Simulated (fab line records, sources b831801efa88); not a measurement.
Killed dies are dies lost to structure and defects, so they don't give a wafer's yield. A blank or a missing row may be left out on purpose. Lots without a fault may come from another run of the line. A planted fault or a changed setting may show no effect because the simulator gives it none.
A struck lot beside a sound one | flow sky130 | 44 steps out of a route of 708
Sound: wafers L428.1, L428.3, L428.6. Struck: wafer L446.5. (L446.4, L446.6 of the same lot were not struck and are left out.) The cause comes at the end.
At each step with rows: each side's tool, then ch and its chambers, then its first start. Under that, the readings that differ: sound wafers | struck wafers | difference of the means | sigmas: that difference in standard deviations of wafers without a fault.
alike: readings whose means differ by less than 2 such deviations, and words and numbers that are the same on both sides. not compared: withheld readings, readings that some wafer has no value for, bounds like >300 that may hide the same value, and numbers for which the record gives no deviation and whose values overlap.
The two part at a step that has a row with sigmas, a row that says differs or no value, or rows on one side only. Numbers that don't overlap but have no deviation are shown without sigmas and don't part them. A reading that every wafer of one side lacks parts them only if that side has two wafers or more.

first, 4 steps without rows for these wafers: SKY_VIA4_STRIP_14 (strips in post etch residue remover, time 1200 s); SKY_VIA4_CLEAN_15 (cleans in IPA, time 180 s); SKY_VIA4_CLEAN_16 (cleans in O3/DIW); SKY_VIA4_SPUTTER_17 (material TiN, target thk 20 nm, time 80 s).
SKY_VIA4_CVD_18: deposits W, target thk 505 nm, time 152.14 s.
  sound on cvd_w-01 ch 0,1, day 42 21:14; struck on cvd_w-01 ch 0, day 47 19:52
  alike: heater_power_w, susceptor_temp_C
SKY_VIA4_RS_MEAS_19: measures by four-point-probe.
  sound on film_metro-01, day 42 21:23; struck on film_metro-02, day 47 20:02
  alike: VIA4_W_RS
SKY_VIA4_THK_MEAS_20: measures by xrf.
  sound on film_metro-01, day 42 21:30; struck on film_metro-02, day 47 20:07
  alike: VIA4_W_THK
SKY_VIA4_CMP_21: polishes, stops on SiO2, t overpolish 25 s, target thk 0 nm.
  sound on cmp-02 ch 0,3, day 42 21:49; struck on cmp-01 ch 2, day 47 20:18
  alike: motor_current_A, overpolish_run_s, time_to_endpoint_s
then, 3 steps without rows for these wafers: SKY_METAL5_SPUTTER_00 (material Ti, target thk 15 nm, time 10 s); SKY_METAL5_SPUTTER_01 (material TiN, target thk 20 nm, time 16.7 s); SKY_METAL5_SPUTTER_02 (material AlCu, target thk 1150 nm, time 61.2 s).
SKY_METAL5_SPUTTER_03: material Ti, target thk 5 nm, time 3.3 s.
  sound on pvd_sputter-01, day 42 22:13; struck on pvd_sputter-02, day 47 20:34
  alike: cathode_dc_power_W, throttle_valve_pct
SKY_METAL5_SPUTTER_04: material TiN, target thk 70 nm, time 58.3 s.
  sound on pvd_sputter-01, day 42 22:14; struck on pvd_sputter-02, day 47 20:35
  reading                                    | sound                | struck | difference | sigmas
  cathode_dc_power_W (W)                     | 6500.6 6501.7 6499.8 | 7867.1 | +1366.4    | +99 or more
  model.TiN_of_METAL5_SPUTTER_04.thk_nm (nm) | 71.79 71.13 71.36    | 85.39  | +13.96     |
  alike: throttle_valve_pct
SKY_METAL5_RS_MEAS_05: measures by four-point-probe.
  sound on film_metro-02, day 42 22:17; struck on film_metro-02, day 47 20:41
  alike: METAL5_ALCU_RS
SKY_METAL5_THK_MEAS_06: measures by xrf.
  sound on film_metro-02, day 42 22:24; struck on film_metro-02, day 47 20:46
  alike: METAL5_ALCU_THK
then, 7 steps without rows for these wafers: SKY_METAL5_DEHYDRATE_07 (time 60 s); SKY_METAL5_HMDS_08 (prime time 60 s); SKY_METAL5_COAT_09 (resist thk 1800 nm); SKY_METAL5_SOFTBAKE_10 (time 60 s); SKY_METAL5_EXPOSE_11 (exposes mask MM5, target cd 1600 nm); SKY_METAL5_PEB_12; SKY_METAL5_DEVELOP_13 (develop time 60 s).
SKY_METAL5_DESCUM_14: chemistry O2, time 11 s.
  sound on rie_metal-04 ch 0, day 43 22:11; struck on rie_metal-03 ch 0, day 48 15:43
  alike: drypump_motor_current_A, oes_product_au, temp_c
  not compared: rf_hours_counter_h
then, 2 steps without rows for these wafers: SKY_METAL5_METAL_ETCH_15 (etches the open film in Cl2/BCl3, stops on SiO2, target depth 1260 nm, time 252 s); SKY_METAL5_STRIP_16 (strips in O2/N2).
SKY_METAL5_STRIP_17: strips in post etch residue remover, time 1200 s.
  sound on wet_bench-02 ch 0, day 43 22:49; struck on wet_bench-04 ch 1, day 48 16:04
  reading                                    | sound             | struck | difference | sigmas
  model.TiN_of_METAL5_SPUTTER_04.thk_nm (nm) | 71.37 70.71 70.94 | 84.97  | +13.96     |
  alike: temp_c
then, 3 steps without rows for these wafers: SKY_METAL5_CLEAN_18 (cleans in IPA, time 180 s); SKY_METAL5_CLEAN_19 (cleans in O3/DIW); SKY_PASSIVATION_CVD_00 (deposits SiO2, target thk 90 nm).
SKY_PASSIVATION_THK_MEAS_01:
  sound on film_metro-04, day 43 23:22; struck on film_metro-04, day 48 16:39
  alike: PASSIVATION_CVD_00_THK
then, 1 step without rows for these wafers: SKY_PASSIVATION_CVD_02 (deposits Si3N4, target thk 540 nm).
SKY_PASSIVATION_THK_MEAS_03:
  sound on film_metro-01, day 43 23:40; struck on film_metro-03, day 48 16:56
  alike: PASSIVATION_CVD_02_THK
then, 7 steps without rows for these wafers: SKY_PASSIVATION_DEHYDRATE_04 (time 60 s); SKY_PASSIVATION_HMDS_05 (prime time 60 s); SKY_PASSIVATION_COAT_06 (resist thk 3000 nm); SKY_PASSIVATION_SOFTBAKE_07; SKY_PASSIVATION_EXPOSE_08 (exposes mask NSM, target cd 3000 nm); SKY_PASSIVATION_PEB_09; SKY_PASSIVATION_DEVELOP_10 (develop time 60 s).
SKY_PASSIVATION_ETCH_11: etches the open film in CF4/O2, stops on AlCu, target depth 725 nm, time 161.1 s.
  sound on rie_diel-02 ch 0,1,2, day 44 22:10; struck on rie_diel-02 ch 1, day 49 11:22
  reading                | sound             | struck | difference | sigmas
  throttle_valve_pct (%) | 5.986 5.972 5.966 | 5.951  | -0.024     | -2
  alike: drypump_motor_current_A, oes_product_au
  not compared: rf_hours_counter_h
then, 2 steps without rows for these wafers: SKY_PASSIVATION_STRIP_12 (strips in O2/N2); SKY_PAD_OPEN_DEHYDRATE_00 (time 60 s).
SKY_PAD_OPEN_ETCH_07: etches the open film in CF4/O2, stops on AlCu, target depth 725 nm, time 161.1 s.
  sound on rie_diel-04 ch 0,1, day 45 19:41; struck on rie_diel-04 ch 3, day 50 04:17
  reading                              | sound           | struck | difference | sigmas
  drypump_motor_current_A (A)          | 6.4 6.6 6.6     | 5.3    | -1.2       | -2
  model.PAD_OPEN.feature_depth_nm (nm) | 703.7 695.9 717 | 726.3  | +20.8      |
  alike: oes_product_au, throttle_valve_pct
  not compared: rf_hours_counter_h
SKY_PAD_OPEN_PROBE_99:
  sound on prober-01, day 45 22:00; struck on prober-01, day 50 06:49
  reading         | sound | struck | difference | sigmas
  killed_at_other | 0 0 0 | 2      | +2         | +4
  alike: defect_limited_yield, killed_at_M0_to_M3, killed_at_M4_up, killed_at_contacts, killed_at_front_end, killed_dies, killed_open, killed_short, sort_bin_3_pad_short, sort_bin_5_function, sort_bin_6_memory, sort_n_pass, sort_yield_pct

WHERE THEY PART
First at SKY_METAL5_SPUTTER_04; last, within this record, at SKY_PAD_OPEN_PROBE_99.

WHY: what the simulator had put in
Process parameter drift: pvd_sputter-02, from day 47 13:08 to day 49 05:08, at SKY_METAL5_SPUTTER_04. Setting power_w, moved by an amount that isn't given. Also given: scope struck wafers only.
